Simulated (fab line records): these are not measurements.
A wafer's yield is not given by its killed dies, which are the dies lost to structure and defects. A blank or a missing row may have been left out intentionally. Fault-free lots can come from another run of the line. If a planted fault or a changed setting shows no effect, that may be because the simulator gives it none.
Chamber matching -- flow sky130 -- SKY_VIA2_CMP_02 on cmp-02 has 4 sister chambers
The step polishes SiO2. 8 wafers are shown with their chamber, then 8 later ones without.

## WAFERS WITH THEIR CHAMBER
wafer,chamber,motorCurrentA (A)
L379.6,2,10.9
L382.1,2,11.0
L383.6,0,12.7
L386.3,1,14.0
L392.1,0,12.1
L392.3,3,11.5
L392.4,1,13.9
L396.4,3,11.6

## WAFERS WITH NO CHAMBER GIVEN
wafer,motorCurrentA (A)
L396.5,12.2
L396.6,10.8
L398.3,11.7
L398.4,14.1
L398.6,13.8
L399.1,11.6
L399.3,14.0
L399.6,12.6

## WHICH CHAMBER EACH ONE RAN IN
wafer,from the rows above,in truth
L396.5,0,0
L396.6,2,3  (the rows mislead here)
L398.3,3,3
L398.4,1,1
L398.6,1,1
L399.1,3,3
L399.3,1,1
L399.6,0,0
Correct placement for 7 of the 8. Left unplaced by these rows: 0. Wrongly placed: 1.
How it was worked out, from the rows above alone: a wafer's distance from a chamber is the root of the sum, over the readings, of the square of ((its reading less the chamber's mean) divided by the reading's scatter). The wafer belongs to the nearest chamber; if the next one is less than 2 further off, it can't be placed. The mean given for a chamber averages the wafers shown for that chamber. How the scatter is found: for the shown wafers, subtract from each reading the mean of its chamber, square and add these, divide the total by (wafers less chambers), then take the root.
